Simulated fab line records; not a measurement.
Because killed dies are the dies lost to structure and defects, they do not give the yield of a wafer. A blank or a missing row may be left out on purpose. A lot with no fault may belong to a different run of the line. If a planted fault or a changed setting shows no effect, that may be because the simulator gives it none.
Matching of chambers	flow gf180mcu	GF_CONTACT_CMP_27 on cmp-01: 4 sister chambers
The step polishes, stops on SiO2, t overpolish 15 s, target thk 0 nm. 4 wafers are shown with their chamber, then 7 later ones without.

== WAFERS, EACH WITH ITS CHAMBER ==
wafer	chamber	motorCurrentA (A)
L478.2	1	11.0
L478.5	0	9.7
L479.1	3	9.8
L479.4	2	11.5

== WAFERS WHOSE CHAMBER IS MISSING ==
wafer	motorCurrentA (A)
L479.6	11.4
L480.2	9.9
L480.3	9.6
L480.4	11.5
L485.2	11.2
L485.3	10.3
L485.6	10.0

== THE CHAMBER EACH PASSED THROUGH ==
wafer	from the rows above	in truth
L479.6	can't be placed: 2 or 1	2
L480.2	can't be placed: 3 or 0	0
L480.3	can't be placed: 0 or 3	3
L480.4	2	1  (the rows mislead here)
L485.2	can't be placed: 1 or 2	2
L485.3	can't be placed: 3 or 0 or 1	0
L485.6	can't be placed: 3 or 0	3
0 of 7 placed correctly. Cannot be placed on the basis of these rows: 6; the candidates contain the true chamber in 6. Placed wrongly: 1.
How it was worked out, from the rows above alone: a wafer's distance from a chamber is the root of the sum, over the readings, of the square of ((its reading less the chamber's mean) divided by the reading's scatter). The wafer belongs to the nearest chamber; if the next one is less than 2 further off, it can't be placed. For every chamber, the mean is computed from those of its wafers that are shown. The scatter (one wafer shown for each chamber): square how far every hidden wafer sits from the nearest shown wafer, average those squares and take the square root.
